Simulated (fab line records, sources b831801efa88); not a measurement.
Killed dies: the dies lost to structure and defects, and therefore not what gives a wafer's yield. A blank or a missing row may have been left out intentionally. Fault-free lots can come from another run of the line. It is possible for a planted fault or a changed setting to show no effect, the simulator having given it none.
Struck lot and sound lot, side by side :: flow sky130 :: 43 out of 708 route steps
Sound: these wafers, L295.1, L295.3, L295.5. Struck: wafers L310.2, L310.6 (left out: L310.4, a lot-mate that was not struck); the cause follows at the end.
Each step with rows lists, per side, the tool, then ch with its chambers, then its first start. Under that, the readings that differ: sound wafers :: struck wafers :: difference of the means :: sigmas: that difference in standard deviations of wafers without a fault.
alike: a reading whose means differ by less than 2 such deviations, as well as words and numbers matching on both sides. not compared: withheld readings; readings where some wafer has no value; bounds like >300 that might hide an equal value; numbers whose values overlap and for which the record gives no deviation.
The two part at a step that has a row with sigmas, a row that says differs or no value, or rows on one side only. When numbers do not overlap yet have no deviation, they are printed without sigmas and do not part them. A reading missing from all wafers of one side parts the sides only when that side holds two or more wafers.

SKY_LI_CONTACT_CD_MEAS_12: the cd target is 170 nm.
  sound on cdSem-02 at day 29 09:38; struck on cdSem-01 at day 34 04:26
  alike: cdNm
SKY_LI_CONTACT_OVL_MEAS_13:
  sound on overlay-02 at day 29 09:46; struck on overlay-01 at day 34 04:32
  alike: LI_CONTACT_OVL
then, 1 step without rows for these wafers: SKY_LI_CONTACT_ETCH_14 (etches BARC in N2/H2, stops on SiO2, time 45.9 s, target depth 60 nm).
SKY_LI_CONTACT_ETCH_15: etches PSG in C4F8/O2/Ar, stops on Si, target depth 600 nm.
  sound on rieDiel-04 ch 0,2,3, day 29 09:50; struck on rieDiel-03 ch 0,2, day 34 04:36
  alike: oesProductAu
then, 6 steps without rows for these wafers: SKY_LI_CONTACT_STRIP_16 (strips in O2/N2); SKY_LI_CONTACT_CLEAN_17 (cleans in NMP, time 600 s); SKY_LI_CONTACT_PRE_CLEAN_18 (time 5.6 s); SKY_LI_CONTACT_SPUTTER_19 (material Ti, target thk 20 nm, time 106.37 s); SKY_LI_CONTACT_SPUTTER_20 (material TiN, target thk 20 nm, time 80 s); SKY_LI_CONTACT_CVD_21 (deposits W, target thk 400 nm, time 120.56 s).
SKY_LI_CONTACT_RS_MEAS_22: the measuring method here is four-point-probe.
  sound on filmMetro-03 at day 29 10:40; struck on filmMetro-03 at day 34 05:19
  alike: LI_CONTACT_W_RS
SKY_LI_CONTACT_THK_MEAS_23: measures by xrf.
  sound on filmMetro-03 at day 29 10:47; struck on filmMetro-03 at day 34 05:25
  alike: LI_CONTACT_W_THK
SKY_LI_CONTACT_CMP_24: polishes, stops on PSG, t overpolish 20 s, target thk 0 nm.
  sound on cmp-01 ch 0,3, day 29 10:50; struck on cmp-02 ch 2, day 34 05:37
  alike: motorCurrentA, overpolishRunS, slurryFlowMlMin, timeToEndpointS
SKY_LOCAL_INTERCONNECT_SPUTTER_00: material TiN, target thk 100 nm, time 83.3 s.
  sound on pvdSputter-01 at day 29 11:08; struck on pvdSputter-02 at day 34 05:55
  alike: throttleValvePct
SKY_LOCAL_INTERCONNECT_RS_MEAS_01: the measuring method here is four-point-probe.
  sound on filmMetro-04 at day 29 11:12; struck on filmMetro-01 at day 34 06:00
  alike: LOCAL_INTERCONNECT_TIN_RS
SKY_LOCAL_INTERCONNECT_THK_MEAS_02: measures by xrf.
  sound on filmMetro-04 at day 29 11:19; struck on filmMetro-01 at day 34 06:07
  alike: LOCAL_INTERCONNECT_TIN_THK
then, 8 steps without rows for these wafers: SKY_LOCAL_INTERCONNECT_DEHYDRATE_03 (time 60 s); SKY_LOCAL_INTERCONNECT_HMDS_04 (prime time 60 s); SKY_LOCAL_INTERCONNECT_COAT_05 (resist thk 60 nm); SKY_LOCAL_INTERCONNECT_COAT_06 (resist thk 450 nm); SKY_LOCAL_INTERCONNECT_SOFTBAKE_07 (time 90 s); SKY_LOCAL_INTERCONNECT_EXPOSE_08 (exposes mask LI1M, target cd 170 nm); SKY_LOCAL_INTERCONNECT_PEB_09; SKY_LOCAL_INTERCONNECT_DEVELOP_10 (develop time 60 s).
SKY_LOCAL_INTERCONNECT_CD_MEAS_11: the cd target is 170 nm.
  sound on cdSem-02 at day 30 15:35; struck on cdSem-02 at day 35 08:31
  alike: cdNm
SKY_LOCAL_INTERCONNECT_OVL_MEAS_12:
  sound on overlay-02 at day 30 15:43; struck on overlay-01 at day 35 08:37
  alike: LOCAL_INTERCONNECT_OVL
SKY_LOCAL_INTERCONNECT_ETCH_13: etches BARC in N2/H2, stops on SiO2, time 45.9 s, target depth 60 nm.
  sound on rieMetal-03 ch 1, day 30 15:45; struck on rieMetal-03 ch 0, day 35 08:39
reading: n2FlowSccm (sccm)
sound: 99.76 99.21 99.97
struck: 100.21 100.25
difference: +0.58
sigmas: +2
  alike: drypumpMotorCurrentA, oesProductAu, throttleValvePct
  not compared: rfHoursCounterH
then, 5 steps without rows for these wafers: SKY_LOCAL_INTERCONNECT_METAL_ETCH_14 (etches TiN in Cl2/BCl3, stops on PSG, target depth 110 nm, time 31.4 s); SKY_LOCAL_INTERCONNECT_STRIP_15 (strips in O2/N2); SKY_LOCAL_INTERCONNECT_STRIP_16 (strips in post etch residue remover, time 1200 s); SKY_LOCAL_INTERCONNECT_CLEAN_17 (cleans in IPA, time 180 s); SKY_LOCAL_INTERCONNECT_CLEAN_18 (cleans in O3/DIW).
SKY_CONTACT_CVD_00: deposits Si3N4, target thk 75 nm.
  sound on pecvd-04 ch 1,2, day 30 16:37; struck on pecvd-03 ch 0,2, day 35 09:21
  alike: heaterPowerW
SKY_CONTACT_THK_MEAS_01:
  sound on filmMetro-01 at day 30 16:38; struck on filmMetro-03 at day 35 09:24
  alike: CONTACT_CVD_00_THK
then, 1 step without rows for these wafers: SKY_CONTACT_HDPCVD_02 (deposits SiO2, target thk 565 nm, time 94.2 s).
SKY_CONTACT_THK_MEAS_03:
  sound on filmMetro-02 at day 30 16:46; struck on filmMetro-02 at day 35 09:32
  alike: CONTACT_HDPCVD_THK
SKY_CONTACT_CMP_04: polishes SiO2.
  sound on cmp-02 ch 0,3, day 30 16:50; struck on cmp-01 ch 2,3, day 35 09:38
  alike: motorCurrentA, slurryFlowMlMin, timeToEndpointS
SKY_CONTACT_BOW_MEAS_05:
  sound on filmMetro-01 at day 30 17:08; struck on filmMetro-01 at day 35 09:54
  alike: CONTACT_BOW
then, 4 steps without rows for these wafers: SKY_CONTACT_DEHYDRATE_06 (time 60 s); SKY_CONTACT_HMDS_07 (prime time 60 s); SKY_CONTACT_COAT_08 (resist thk 60 nm); SKY_CONTACT_COAT_09 (resist thk 450 nm).
-- the record jumps here: 14 days lie between the struck wafers' starts before and after (it left off in module CONTACT and takes up again in module PAD_OPEN, whose first step shown is number 708 of the route) --
SKY_PAD_OPEN_PROBE_99:
  rows exist in the record for the struck wafers here (prober-02, day 49 12:07), but not for the sound ones

## WHERE THEY PART
First at SKY_LOCAL_INTERCONNECT_ETCH_13; last, within this record, at SKY_PAD_OPEN_PROBE_99.

WHY: what had been put in by the simulator
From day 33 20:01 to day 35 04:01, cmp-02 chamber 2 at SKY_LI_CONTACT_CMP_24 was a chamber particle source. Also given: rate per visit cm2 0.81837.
